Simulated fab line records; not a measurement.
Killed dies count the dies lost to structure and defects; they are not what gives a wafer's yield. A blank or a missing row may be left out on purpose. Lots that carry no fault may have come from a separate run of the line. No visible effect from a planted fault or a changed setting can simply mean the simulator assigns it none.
fab line records	flow sky130
record: lots: 12	wafers: 36	last_day: 50
route steps=708 shown DNWELL@43 VT_ADJUST_LVTN@97 VT_ADJUST_NCORE@130 LDD_N@253 PAD_OPEN@708
lots that met no fault: from a run of the same line without faults
start_h: the number of hours between the record's first day and the start of the first shown wafer of the lot	wait_h: hours from the lot's prior step to this one	" same as the row above	L1.1+2: several wafers, shown together as one row	- no value, or no start was given	* or withheld: withheld	< > ~ a bound
route shown NAME@n: names a module that has steps shown in the file, with the first one's number in the route	usual: average and standard deviation across the fault-free wafers	same: alike in all rows	chamber/n: place in a boat	sites: per-site readings	_std_site: standard deviation across them	_edge_site: mean of outer sites minus mean of inner sites	radius_mm: for every site, how far away it sits from the centre of the wafer	mask NAME#n: copy n	behind: the last tool/chamber to shape the wafer	hold: cause of the lot's hold/its duration in hours/its outcome	device: whichever transistor did not switch (one of n, p or np)	end of line: the same wafers' tests at the end of the route	a step given without rows: its recipe and nothing more	killed: the dies lost at the first sort to structure and to defects; this is not the yield of the wafer	map: shows each die of a wafer: x if killed, . if not, _ if none is there
set.NAME: the setting the step ran with; set.NAME@STEP: the setting that earlier step ran with	model.NAME: the simulator's own value behind a step, which no gauge read
the route's steps for a sample of lots (tables are steps, rows are wafers)
services: a tool's chamber out of use, with start hour (start_h, from the record's first day; less than 0 if before it), hours out, and reason
== steps ==
step: SKY_DNWELL_STRIP_08
recipe: chemistry: O2/N2	power_w: 1400	pressure_mtorr: 1500	platen_temp_c: withheld	o2_flow_sccm: 3000	n2_flow_sccm: 300	overash_fraction: 0.5
usual: drypump_motor_current_A: 5.62/0.29	oes_product_au: 0.722/0.0047	strip_time_to_endpoint_s: 36.88/0.12
lot.wafer	tool	chamber	start_h	wait_h	drypump_motor_current_A	oes_product_au	rf_hours_counter_h	strip_time_to_endpoint_s
L180.1	plasma_asher-04	1	59.85	0.1	5.96	0.731	36	36.89
L180.4	"	1	"	"	5.95	0.727	-	36.86
L180.6	"	0	"	"	5.64	0.724	-	37.00
L183.4	plasma_asher-04	1	74.44	0.1	5.87	0.730	-	36.96
L183.5	"	0	"	"	5.64	0.720	-	36.93
L183.6	"	1	"	"	5.90	0.718	-	36.88
L184.2	plasma_asher-02	0	84.50	0.1	5.58	0.717	40	36.78
L184.4	"	0	"	"	5.53	0.724	-	36.81
L184.6	"	0	"	"	5.55	0.726	-	36.77
L186.1	plasma_asher-04	1	90.65	0.1	5.89	0.728	40	36.76
L186.2	"	0	"	"	5.64	0.717	40	36.75
L186.5	"	0	"	"	5.63	0.722	-	36.81
L187.1	plasma_asher-02	0	94.40	0.1	5.56	0.727	41	37.13
L187.3	"	1	"	"	5.44	0.728	-	36.96
L187.5	"	1	"	"	5.44	0.727	-	37.06
L189.1	plasma_asher-02	1	106.16	0.1	5.44	0.723	42	36.71
L189.3	"	1	"	"	5.44	0.726	-	36.69
L189.4	"	0	"	"	5.59	0.712	-	36.77
L190.2	plasma_asher-03	1	110.05	0.1	6.03	0.717	43	36.82
L190.3	"	1	"	"	6.03	0.719	-	36.85
L190.6	"	1	"	"	6.03	0.729	-	36.82
L192.1	plasma_asher-02	1	123.06	0.1	5.44	0.717	0	36.85
L192.2	"	0	"	"	5.58	0.723	0	36.90
L192.4	"	0	"	"	5.57	0.725	-	36.79
L193.2	plasma_asher-02	0	126.80	0.1	5.55	0.716	1	36.90
L193.4	"	0	"	"	5.53	0.723	-	36.98
L193.5	"	0	"	"	5.52	0.729	-	36.94
L195.1	plasma_asher-03	0	137.80	0.1	5.16	0.720	46	36.77
L195.4	"	1	"	"	6.00	0.723	-	36.71
L195.5	"	0	"	"	5.17	0.725	-	36.69
L199.1	plasma_asher-04	0	157.65	0.1	5.59	0.728	46	36.80
L199.4	"	0	"	"	5.61	0.727	-	36.78
L199.6	"	1	"	"	5.88	0.726	-	36.68
L202.4	plasma_asher-04	0	175.59	0.1	5.69	0.723	-	37.14
L202.5	"	0	"	"	5.68	0.727	-	37.12
L202.6	"	1	"	"	5.90	0.730	-	37.10
step: SKY_VT_ADJUST_LVTN_DEHYDRATE_00
recipe: temp_c: 200	time_s: 60
usual: heater_power_total_W: 160.37/0.13	plate_temp_C: 199.97/0.14
lot.wafer	tool	chamber	start_h	wait_h	heater_power_total_W	plate_temp_C
L180.1	litho_track-03	0	140.60	9.8	160.34	199.97
L180.4	"	0	"	"	160.57	199.94
L180.6	"	0	"	"	160.48	199.77
L183.4	litho_track-04	0	159.54	9.3	160.27	199.97
L183.5	"	0	"	"	160.22	200.09
L183.6	"	0	"	"	160.32	200.08
L184.2	litho_track-03	0	171.78	9.4	160.23	199.92
L184.4	"	0	"	"	160.31	200.09
L184.6	"	0	"	"	160.37	199.55
L186.1	litho_track-01	0	177.16	10.2	160.32	200.23
L186.2	"	0	"	"	160.41	199.98
L186.5	"	0	"	"	160.41	200.36
L187.1	litho_track-04	0	183.71	10.2	160.42	199.86
L187.3	"	0	"	"	160.35	199.90
L187.5	"	0	"	"	160.48	199.87
L189.1	litho_track-03	0	196.85	9.3	160.56	199.90
L189.3	"	0	"	"	160.40	200.21
L189.4	"	0	"	"	160.60	199.82
L190.2	litho_track-03	0	202.73	9.9	160.32	200.02
L190.3	"	0	"	"	160.17	200.03
L190.6	"	0	"	"	160.22	200.12
L192.1	litho_track-04	0	215.46	10.0	158.41	198.10
L192.2	"	0	"	"	158.51	198.16
L192.4	"	0	"	"	158.32	198.17
L193.2	litho_track-04	0	219.89	9.4	158.28	198.11
L193.4	"	0	"	"	158.43	198.29
L193.5	"	0	"	"	158.45	198.01
L195.1	litho_track-01	0	233.01	11.1	160.45	199.82
L195.4	"	0	"	"	160.52	199.97
L195.5	"	0	"	"	160.56	199.93
L199.1	litho_track-01	0	255.01	10.5	160.28	199.93
L199.4	"	0	"	"	160.33	200.01
L199.6	"	0	"	"	160.40	200.07
L202.4	litho_track-03	0	277.18	11.8	160.31	200.12
L202.5	"	0	"	"	160.21	199.89
L202.6	"	0	"	"	160.13	199.97
step: SKY_VT_ADJUST_NCORE_TW_MEAS_11
usual: VT_ADJUST_NCORE_TW: 217.3/1.2
lot.wafer	tool	chamber	start_h	wait_h	VT_ADJUST_NCORE_TW
L180.1	film_metro-04	-	192.92	0.1	216.2
L180.4	"	-	"	"	215.8
L180.6	"	-	"	"	217.1
L183.4	film_metro-02	-	213.54	0.1	217.9
L183.5	"	-	"	"	216.4
L183.6	"	-	"	"	217.3
L184.2	film_metro-01	-	225.17	0.1	217.4
L184.4	"	-	"	"	217.5
L184.6	"	-	"	"	218.7
L186.1	film_metro-04	-	232.31	0.1	215.3
L186.2	"	-	"	"	216.3
L186.5	"	-	"	"	215.0
L187.1	film_metro-02	-	237.24	0.1	217.6
L187.3	"	-	"	"	218.3
L187.5	"	-	"	"	218.0
L189.1	film_metro-02	-	252.67	0.1	218.0
L189.3	"	-	"	"	217.1
L189.4	"	-	"	"	216.8
L190.2	film_metro-04	-	259.87	0.1	216.2
L190.3	"	-	"	"	214.8
L190.6	"	-	"	"	214.9
L192.1	film_metro-01	-	273.52	0.1	219.5
L192.2	"	-	"	"	218.0
L192.4	"	-	"	"	216.8
L193.2	film_metro-02	-	278.57	0.1	217.8
L193.4	"	-	"	"	217.2
L193.5	"	-	"	"	220.3
L195.1	film_metro-02	-	292.49	0.1	217.2
L195.4	"	-	"	"	217.8
L195.5	"	-	"	"	217.3
L199.1	film_metro-02	-	319.11	0.1	217.8
L199.4	"	-	"	"	218.4
L199.6	"	-	"	"	218.3
L202.4	film_metro-04	-	343.90	0.1	216.9
L202.5	"	-	"	"	217.1
L202.6	"	-	"	"	217.0
step: SKY_LDD_N_STRIP_16
recipe: chemistry: O2/N2	power_w: 1400	pressure_mtorr: 1500	platen_temp_c: withheld	o2_flow_sccm: 3000	n2_flow_sccm: 300	overash_fraction: 0.5
usual: drypump_motor_current_A: 5.6/0.32	oes_product_au: 0.406/0.0047	strip_time_to_endpoint_s: 4.315/0.014
lot.wafer	tool	chamber	start_h	wait_h	drypump_motor_current_A	oes_product_au	rf_hours_counter_h	strip_time_to_endpoint_s
L180.1	plasma_asher-03	1	410.52	0.1	6.0	0.408	72	4.317
L180.4	"	0	"	"	5.1	0.402	-	4.325
L180.6	"	1	"	"	6.0	0.399	-	4.317
L183.4	plasma_asher-03	1	447.23	0.1	6.0	0.406	-	4.306
L183.5	"	1	"	"	6.0	0.410	-	4.317
L183.6	"	0	"	"	5.1	0.402	-	4.323
L184.2	plasma_asher-03	0	458.62	0.1	5.1	0.406	78	4.296
L184.4	"	0	"	"	5.1	0.421	-	4.290
L184.6	"	1	"	"	6.0	0.414	-	4.300
L186.1	plasma_asher-02	0	468.34	0.1	5.6	0.404	33	4.325
L186.2	"	1	"	"	5.5	0.408	33	4.325
L186.5	"	1	"	"	5.5	0.411	-	4.345
L187.1	plasma_asher-02	0	480.19	0.1	5.5	0.398	34	4.292
L187.3	"	0	"	"	5.5	0.403	-	4.300
L187.5	"	0	"	"	5.5	0.411	-	4.308
L189.1	plasma_asher-04	1	505.24	0.1	5.9	0.397	7	4.307
L189.3	"	1	"	"	5.9	0.406	-	4.324
L189.4	"	0	"	"	5.7	0.405	-	4.312
L190.2	plasma_asher-03	1	508.07	0.1	6.0	0.416	83	4.329
L190.3	"	0	"	"	5.1	0.414	-	4.331
L190.6	"	0	"	"	5.1	0.404	-	4.310
L192.1	plasma_asher-02	0	523.32	0.1	5.6	0.408	38	4.313
L192.2	"	1	"	"	5.5	0.405	38	4.331
L192.4	"	1	"	"	5.5	0.410	-	4.320
L193.2	plasma_asher-03	0	529.04	0.1	5.1	0.411	85	4.323
L193.4	"	1	"	"	6.0	0.413	-	4.325
L193.5	"	1	"	"	6.0	0.403	-	4.323
L195.1	plasma_asher-04	1	544.54	0.1	5.9	0.409	11	4.321
L195.4	"	1	"	"	5.9	0.397	-	4.288
L195.5	"	0	"	"	5.6	0.413	-	4.307
L199.1	plasma_asher-04	0	575.57	0.1	5.6	0.407	14	4.320
L199.4	"	0	"	"	5.6	0.409	-	4.318
L199.6	"	0	"	"	5.6	0.404	-	4.309
L202.4	plasma_asher-02	1	603.13	0.1	5.5	0.403	-	4.326
L202.5	"	1	"	"	5.4	0.399	-	4.324
L202.6	"	0	"	"	5.6	0.413	-	4.318
step: SKY_PAD_OPEN_PROBE_99
usual: killed_at_M0_to_M3: 43/7.9	killed_at_M4_up: 2.9/1.8	killed_at_contacts: 24/5.5	killed_at_front_end: 15/4.2	killed_at_other: 0.2/0.46	killed_dies: 86/11	killed_open: 47/8.1	killed_short: 39/6.4
same: gross_dies: 492	killed_at_back_side: 0
lot.wafer	tool	chamber	start_h	wait_h	killed_at_M0_to_M3	killed_at_M4_up	killed_at_contacts	killed_at_front_end	killed_at_other	killed_dies	killed_open	killed_short
L192.1	prober-02	-	1160.77	0.1	37	1	25	16	0	79	45	34
L192.2	prober-02	-	1160.82	0.1	37	3	31	16	0	87	47	40
L192.4	prober-02	-	1160.92	0.2	45	9	20	8	0	82	47	35
L193.2	prober-01	-	1163.40	0.1	41	3	15	17	1	77	41	36
L193.4	prober-01	-	1163.50	0.2	59	2	24	25	0	110	65	45
L193.5	prober-01	-	1163.55	0.2	51	2	17	15	1	86	53	33
killed by level:class
L192.1 CONTACT:geometric_particle:open=14 VIA1:geometric_particle:open=8 VIA1:geometric_particle:short=6 METAL1:geometric_particle:short=6 VIA3:geometric_particle:open=5 METAL2:geometric_particle:short=5 FIELD_ISO:geometric_particle:short=4 LOCAL_INTERCONNECT:geometric_particle:short=4
L192.2 VIA1:geometric_particle:open=9 LI_CONTACT:geometric_particle:open=9 CONTACT:geometric_particle:open=8 VIA3:geometric_particle:open=8 METAL2:geometric_particle:short=7 LOCAL_INTERCONNECT:geometric_particle:short=5 CONTACT:geometric_particle:short=5 POLY_GATE:geometric_particle:open=4
L192.4 VIA1:geometric_particle:open=14 VIA3:geometric_particle:open=10 METAL4:geometric_particle:short=7 LI_CONTACT:geometric_particle:open=6 FIELD_ISO:geometric_particle:short=4 CONTACT:geometric_particle:open=4 METAL1:geometric_particle:short=4 LI_CONTACT:geometric_particle:short=3
L193.2 VIA3:geometric_particle:open=9 VIA2:geometric_particle:open=6 VIA3:geometric_particle:short=5 FIELD_ISO:geometric_particle:short=4 FIELD_ISO:geometric_particle:open=4 CONTACT:geometric_particle:open=4 METAL1:geometric_particle:short=4 VIA1:geometric_particle:open=4
L193.4 VIA1:geometric_particle:open=13 VIA3:geometric_particle:open=10 POLY_GATE:geometric_particle:open=9 CONTACT:geometric_particle:open=8 VIA2:geometric_particle:open=8 LI_CONTACT:geometric_particle:open=7 METAL2:geometric_particle:short=7 FIELD_ISO:geometric_particle:short=6
L193.5 VIA1:geometric_particle:open=14 VIA3:geometric_particle:open=7 CONTACT:geometric_particle:open=7 METAL1:geometric_particle:short=6 VIA2:geometric_particle:open=6 VIA3:geometric_particle:short=5 LI_CONTACT:geometric_particle:open=5 POLY_GATE:geometric_particle:open=4
== services ==
tool	chamber	start_h	hours	kind
plasma_asher-02	-	70.22	2.8	pm
plasma_asher-04	-	104.48	2.5	repair
plasma_asher-02	-	108.75	9.0	pm
plasma_asher-02	0	108.75	9.0	vent_cycle
plasma_asher-02	1	108.75	9.0	vent_cycle
plasma_asher-02	0	117.75	-	clean
plasma_asher-02	1	117.75	-	clean
plasma_asher-03	-	124.32	2.8	pm
plasma_asher-02	-	270.69	1.2	repair
plasma_asher-04	-	372.60	2.8	repair
plasma_asher-03	-	390.90	0.8	repair
plasma_asher-02	-	416.58	8.6	repair
plasma_asher-04	-	417.02	1.9	repair
plasma_asher-04	-	421.25	9.0	pm
plasma_asher-04	0	421.25	9.0	vent_cycle
plasma_asher-04	1	421.25	9.0	vent_cycle
plasma_asher-04	0	430.25	-	clean
plasma_asher-04	1	430.25	-	clean
== key ==
first_sign: step: SKY_VT_ADJUST_LVTN_DEHYDRATE_00	reading: heater_power_total_W	direction: down	sigmas: 16	usual: *	struck: *
effect: step: SKY_VT_ADJUST_LVTN_DEHYDRATE_00	reading: plate_temp_C	direction: down	sigmas: 13	usual: *	struck: *
met_at SKY_VT_ADJUST_LVTN_DEHYDRATE_00
struck_lots L192,L193
tester_left_out L192,L193
not_acting_at SKY_DNWELL_STRIP_08,SKY_VT_ADJUST_NCORE_TW_MEAS_11,SKY_LDD_N_STRIP_16
onset_between 183.71 215.46
fault: kind: process_parameter_drift	tool: litho_track-04	chamber: -	onset_h: 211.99	steps: SKY_VT_ADJUST_LVTN_DEHYDRATE_00	channel: temp_c	offset: *	shape: step	end_h: 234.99	acts_in: *	stated: *
tester_left_out: of these lots the tester's yield and bins aren't shown, on N5 and GAA mostly nor the transistor test; their killed dies are dies lost to structure and defects alone, not to doping, threshold or leakage, so they don't give the yield
